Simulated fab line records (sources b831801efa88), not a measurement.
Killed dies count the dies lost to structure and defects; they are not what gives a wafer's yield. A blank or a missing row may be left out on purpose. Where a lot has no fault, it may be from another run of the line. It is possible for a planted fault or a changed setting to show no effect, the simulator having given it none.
Which tool is to blame? | flow gf180mcu | 10 lots with 30 wafers sampled at 5 steps, on a route of 602 steps

## WHAT THE GAUGES READ, wafer by wafer
GF_MIM_RS_MEAS_10: measures by four-point-probe.
lot  | measured     | on            | MIM_ALCU_RS (ohm/sq)
L996 | day 25 13:16 | film_metro-02 | 0.1594 0.1590 0.1585
L999 | day 26 14:11 | film_metro-03 | 0.1601 0.1586 0.1600
L101 | day 27 00:58 | film_metro-03 | 0.1610 0.1618 0.1631
L102 | day 27 12:35 | film_metro-02 | 0.1595 0.1585 0.1582
L103 | day 27 17:44 | film_metro-02 | 0.1590 0.1591 0.1576
L107 | day 29 00:34 | film_metro-03 | 0.1593 0.1581 0.1606
L109 | day 29 15:14 | film_metro-03 | 0.1628 0.1616 0.1623
L112 | day 30 09:51 | film_metro-02 | 0.1308 0.1595 0.1571
L115 | day 31 03:57 | film_metro-02 | 0.1592 0.1614 0.1610
L116 | day 31 07:58 | film_metro-03 | 0.1616 0.1626 0.1611

## WHICH TOOL RAN EACH LOT (tool, then ch and the chambers of the sampled wafers, then the start)
lot  | GF_M4_SPUTTER_04             | GF_MIM_SPUTTER_02            | GF_MIM_SPUTTER_07            | GF_MIM_SPUTTER_08
L996 | pvd_sputter-04, day 23 13:02 | pvd_sputter-03, day 25 12:53 | pvd_sputter-02, day 25 13:09 | pvd_sputter-02, day 25 13:12
L999 | pvd_sputter-03, day 24 15:04 | pvd_sputter-03, day 26 13:44 | pvd_sputter-02, day 26 14:01 | pvd_sputter-02, day 26 14:04
L101 | pvd_sputter-01, day 25 03:54 | pvd_sputter-02, day 27 00:40 | pvd_sputter-01, day 27 00:52 | pvd_sputter-01, day 27 00:54
L102 | pvd_sputter-01, day 25 15:37 | pvd_sputter-03, day 27 12:13 | pvd_sputter-02, day 27 12:29 | pvd_sputter-02, day 27 12:32
L103 | pvd_sputter-01, day 25 21:17 | pvd_sputter-03, day 27 17:22 | pvd_sputter-02, day 27 17:38 | pvd_sputter-02, day 27 17:41
L107 | pvd_sputter-01, day 27 05:58 | pvd_sputter-03, day 29 00:16 | pvd_sputter-01, day 29 00:27 | pvd_sputter-01, day 29 00:30
L109 | pvd_sputter-04, day 27 21:04 | pvd_sputter-02, day 29 14:56 | pvd_sputter-03, day 29 15:07 | pvd_sputter-03, day 29 15:10
L112 | pvd_sputter-01, day 28 17:20 | pvd_sputter-01, day 30 09:32 | pvd_sputter-02, day 30 09:44 | pvd_sputter-02, day 30 09:46
L115 | pvd_sputter-04, day 29 13:02 | pvd_sputter-01, day 31 03:40 | pvd_sputter-03, day 31 03:51 | pvd_sputter-03, day 31 03:53
L116 | pvd_sputter-04, day 29 16:36 | pvd_sputter-01, day 31 07:37 | pvd_sputter-03, day 31 07:48 | pvd_sputter-03, day 31 07:50
- GF_M4_SPUTTER_04: material TiN, target thk 50 nm, time 41.7 s.
- GF_MIM_SPUTTER_02: material AlCu, target thk 450 nm, time 23.9 s.
- GF_MIM_SPUTTER_07: material TiN, target thk 60 nm, time 50 s.
- GF_MIM_SPUTTER_08: material AlCu, target thk 200 nm, time 10.6 s.

## THE ANSWER, worked out from the rows above alone
Rule: the lots themselves supply what counts as usual. Put in order of their means at a reading, lots are off if they are a third of the lots or fewer, leave a main group of 4 or more, and stand apart from it by a gap of 3 or more times the standard deviation of the main group's means; of several such gaps the widest counts. Not used: any main group whose means are identical at the precision the tables above print for the reading. Also off: a lot with no number at a reading for which 4 or more lots have one. The other lots that the step has rows for count as sound.
Off: L112, seen at GF_MIM_RS_MEAS_10 (MIM_ALCU_RS). The main group has a mean of 0.1602 ohm/sq with a standard deviation of 0.0014.
A tool fits if, at a process step before that reading, it ran every lot that is off, and no sound lot after the first of them. The gauges at GF_MIM_RS_MEAS_10 are tried like those tools. Undecided on this evidence; 2 tools fit (pvd_sputter-01 at GF_M4_SPUTTER_04, pvd_sputter-02 at GF_MIM_SPUTTER_07 and GF_MIM_SPUTTER_08).

## WHAT HAD BEEN PUT IN BY THE SIMULATOR
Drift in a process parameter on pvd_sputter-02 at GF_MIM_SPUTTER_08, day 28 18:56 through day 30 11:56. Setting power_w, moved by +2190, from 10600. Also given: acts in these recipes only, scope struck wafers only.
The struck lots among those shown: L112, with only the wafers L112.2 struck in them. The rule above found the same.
